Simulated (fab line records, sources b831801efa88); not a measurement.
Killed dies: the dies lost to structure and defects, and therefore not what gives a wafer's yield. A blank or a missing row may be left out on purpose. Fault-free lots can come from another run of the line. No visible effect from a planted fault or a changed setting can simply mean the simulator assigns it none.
8D (eight disciplines) problem report, filled in by code :: flow sky130 :: the parts of the form that need people (team, actions taken, sign-off) are left out

## 1. WHAT WENT WRONG
A mean of 0.986 a.u. is read at SKY_METAL4_METAL_ETCH_18 for oesProductAu, taken on 1 wafer of 1 lot, against 0.864 a.u. (standard deviation 0.0049) on wafers free of any fault. That puts it +25 standard deviations away from the usual mean.
The step: etches the open film in Cl2/BCl3, stops on SiO2, target depth 845 nm, time 183.1 s.
Earliest sighting: wafer L689.6 on rieMetal-01 at day 45 17:02. The record holds 33 wafers of 11 lots with a number at this step. By rule, "out" or "out of limits" means more than 4 standard deviations away from the usual mean. Any other wafer with a number is counted as sound.

## 2. WHAT THIS IS AND IS NOT
question: which readings at this step
is: oesProductAu
is not: biasW, drypumpMotorCurrentA, throttleValvePct

question: which lots
is: L689
is not: L677, L678, L680, L681, L682, L683, L695, L696, L698, L699

question: which wafers of those lots
is: L689.6
is not: L689.4, L689.5

question: read on which tools
is: rieMetal-01
is not: rieMetal-03, rieMetal-04

question: when
is: from day 45 17:02
is not: up to then (20 sound wafers); but 12 sound wafers of L695, L696, L698, L699 came after

## 3. SUSPECTS, AND WHAT RULES EACH OUT
Counting: a tool at a process step up to the reading stays a suspect if it ran every lot that is out. Sound lots after the first of them don't rule it out here, since some wafers of a struck lot are sound.
- pvdSputter-04 at SKY_METAL4_SPUTTER_02 (material AlCu, target thk 735 nm, time 39.1 s): kept. It processed L689, the lot that is out, at day 43 20:28, and its most recent sound lot before then was L683 at day 42 03:40.
- rieMetal-01 at SKY_METAL4_METAL_ETCH_18 (etches the open film in Cl2/BCl3, stops on SiO2, target depth 845 nm, time 183.1 s): kept. It processed L689, the lot that is out, at day 45 17:02, and its most recent sound lot before then was L682 at day 43 16:43. Its own oesProductAu readings are out on those wafers.
- Within rieMetal-01 at SKY_METAL4_METAL_ETCH_18: the wafers that are out ran in chamber 0; their sound lot-mates ran in chamber 1.
What counting leaves: pvdSputter-04 at SKY_METAL4_SPUTTER_02 and rieMetal-01 at SKY_METAL4_METAL_ETCH_18.

## 4. THE CAUSE (what the simulator had put in)
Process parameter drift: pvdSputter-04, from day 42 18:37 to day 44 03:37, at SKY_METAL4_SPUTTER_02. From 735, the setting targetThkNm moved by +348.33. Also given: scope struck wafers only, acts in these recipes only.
Of the 2 suspects that counting leaves, this tool is one.

## 5. THE CHAIN OF EFFECTS, in route order
Rows list readings where the struck wafers' mean (over those with a number) sits beyond 3 standard deviations from the usual. Only readings for which the record gives a usual standard deviation are gone through. hours: the time from each lot's start at the first step in this table that gives one to its start at this step, as a median over the lots. sigmas: the change in usual standard deviations.
hours: 0
step: SKY_METAL4_METAL_ETCH_18
reading: oesProductAu
usual: 0.864 a.u.
on struck wafers: 0.986
change: +0.122
sigmas: +25

hours: 87
step: SKY_PAD_OPEN_PROBE_99
reading: defectLimitedYield
usual: 82.3 %
on struck wafers: 0.0
change: -82.3
sigmas: -43

hours: 87
step: SKY_PAD_OPEN_PROBE_99
reading: killed_at_M4_up
usual: 3.3
on struck wafers: 410.0
change: +406.7
sigmas: +99 or more

hours: 87
step: SKY_PAD_OPEN_PROBE_99
reading: killedDies
usual: 87
on struck wafers: 492
change: +405
sigmas: +44

hours: 87
step: SKY_PAD_OPEN_PROBE_99
reading: killedOnRim
usual: 17
on struck wafers: 96
change: +79
sigmas: +19

hours: 87
step: SKY_PAD_OPEN_PROBE_99
reading: sort_bin_5_function
usual: 10.5 %
on struck wafers: 94.9
change: +84.4
sigmas: +53

hours: 87
step: SKY_PAD_OPEN_PROBE_99
reading: sortNPass
usual: 405
on struck wafers: 0
change: -405
sigmas: -44

hours: 87
step: SKY_PAD_OPEN_PROBE_99
reading: sortYieldPct
usual: 82.3 %
on struck wafers: 0.0
change: -82.3
sigmas: -43
Here are the process steps it includes:
- SKY_METAL4_METAL_ETCH_18: etches the open film in Cl2/BCl3, stops on SiO2, target depth 845 nm, time 183.1 s.
- SKY_PAD_OPEN_PROBE_99

## 6. HOW IT WOULD HAVE BEEN CAUGHT EARLIER
In this record no reading fell out of limits until day 45 17:02, 70 hours after the fault had begun at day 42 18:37.
No tool reading at SKY_METAL4_SPUTTER_02 that has a usual standard deviation in the record was out on any struck wafer, so an alarm limit of 4 standard deviations on those readings would not have fired.
The start of SKY_METAL4_SPUTTER_02 on pvdSputter-04 came by day 45 17:02 for every one of the lots that are out (1). A hold on the tool at that time would have spared none of them.
